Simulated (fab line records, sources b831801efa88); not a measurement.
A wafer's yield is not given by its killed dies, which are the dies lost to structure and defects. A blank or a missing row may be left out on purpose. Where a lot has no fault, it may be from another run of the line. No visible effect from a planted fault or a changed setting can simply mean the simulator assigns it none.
Check for tools in common ; flow sky130 ; 33 wafers sampled across 11 lots

== THE REASON FOR OPENING IT ==
SKY_GATE_OXIDE_THK_MEAS_02, reading GATE_OXIDE_OXIDATION_00_THK: flagged on 2 of 11 lots. Wafers without a fault read 10.28 nm, standard deviation 0.19.
Rule: a lot is flagged when every wafer of it that has a number lies more than 4 standard deviations from that mean, or none has a number. The other lots count as sound.

lot;measured;on;GATE_OXIDE_OXIDATION_00_THK (nm), wafer by wafer;flag
L377;day 12 07:58;film metro-01;10.19 10.14 10.21;
L378;day 13 02:37;film metro-01;10.31 10.42 10.41;
L379;day 14 00:46;film metro-04;10.05 10.09 10.06;
L381;day 14 02:47;film metro-04;10.24 10.28 10.05;
L380;day 14 03:54;film metro-04;10.12 10.12 10.04;
L382;day 14 21:49;film metro-01;9.94 9.73 10.04;
L383;day 15 10:34;film metro-02;10.46 10.64 10.63;
L385;day 15 19:25;film metro-01;10.75 10.62 10.62;
L384;day 15 20:38;film metro-01;10.19 10.21 10.25;
L395;day 18 16:53;film metro-01;7.86 8.05 7.84;FLAGGED
L396;day 19 05:25;film metro-01;7.84 8.07 7.96;FLAGGED
On average the flagged lots' numbers are 7.94 nm, which is -2.34 nm against the usual, or -12 standard deviations.

== LOT BY LOT: THE TOOL USED ==
The record keeps 1 process step preceding the reading, out of 708 steps on the route. Every cell lists first the tool, next ch and the chambers used by the sampled wafers, and last the start.
lot;flag;SKY_GATE_OXIDE_OXIDATION_01
L377;;furnace-01 ch 0, day 12 06:33
L378;;furnace-01 ch 0, day 13 01:13
L379;;furnace-01 ch 0, day 13 23:20
L381;;furnace-02 ch 0, day 14 01:22
L380;;furnace-01 ch 0, day 14 02:29
L382;;furnace-01 ch 0, day 14 20:25
L383;;furnace-02 ch 0, day 15 09:10
L385;;furnace-02 ch 0, day 15 18:00
L384;;furnace-01 ch 0, day 15 19:13
L395;FLAGGED;furnace-01 ch 0, day 18 15:28
L396;FLAGGED;furnace-01 ch 0, day 19 04:00
What the steps here do:
- SKY_GATE_OXIDE_OXIDATION_01: stabilise 600 s, purge 300 s, target thk 10.268 nm.
- SKY_GATE_OXIDE_THK_MEAS_02

== FLAGGED OVER TOTAL, TOOL BY TOOL (the gauges that took the reading come last) ==
step;tool;lots run;flagged;share of the flagged lots;sound lots run after its first flagged lot
SKY_GATE_OXIDE_OXIDATION_01;furnace-01;8;2;all;0
SKY_GATE_OXIDE_OXIDATION_01;furnace-02;3;0;none;-
SKY_GATE_OXIDE_THK_MEAS_02;film metro-01;7;2;all;0
SKY_GATE_OXIDE_THK_MEAS_02;film metro-02;1;0;none;-
SKY_GATE_OXIDE_THK_MEAS_02;film metro-04;3;0;none;-

== THE TABLE: WHAT IT ALLOWS ==
Table rows that saw every flagged lot: 2, namely furnace-01 at SKY_GATE_OXIDE_OXIDATION_01 and film metro-01 at SKY_GATE_OXIDE_THK_MEAS_02.
- furnace-01 at SKY_GATE_OXIDE_OXIDATION_01 ran 8 lots, 2 of them flagged. It ran its last sound lot, L384, at day 15 19:13 and its first flagged lot, L395, at day 18 15:28: a fault with its onset between the two fits. Its own readings (spike tc bottom C, spike tc centre C, spike tc lower C, spike tc top C, spike tc upper C, tube center temp C, tube_center_temp_C_max) fall more than 4 standard deviations out on all wafers of the flagged lots.
- film metro-01 at SKY_GATE_OXIDE_THK_MEAS_02 ran 7 lots, 2 of them flagged. It ran its last sound lot, L384, at day 15 20:38 and its first flagged lot, L395, at day 18 16:53: a fault with its onset between the two fits.
A lot count leaves these 2 tools indistinguishable: every one of them fits a fault beginning at some hour. More lots, or a look at what each step does to the wafer, might.

== WHAT HAD BEEN PUT IN BY THE SIMULATOR ==
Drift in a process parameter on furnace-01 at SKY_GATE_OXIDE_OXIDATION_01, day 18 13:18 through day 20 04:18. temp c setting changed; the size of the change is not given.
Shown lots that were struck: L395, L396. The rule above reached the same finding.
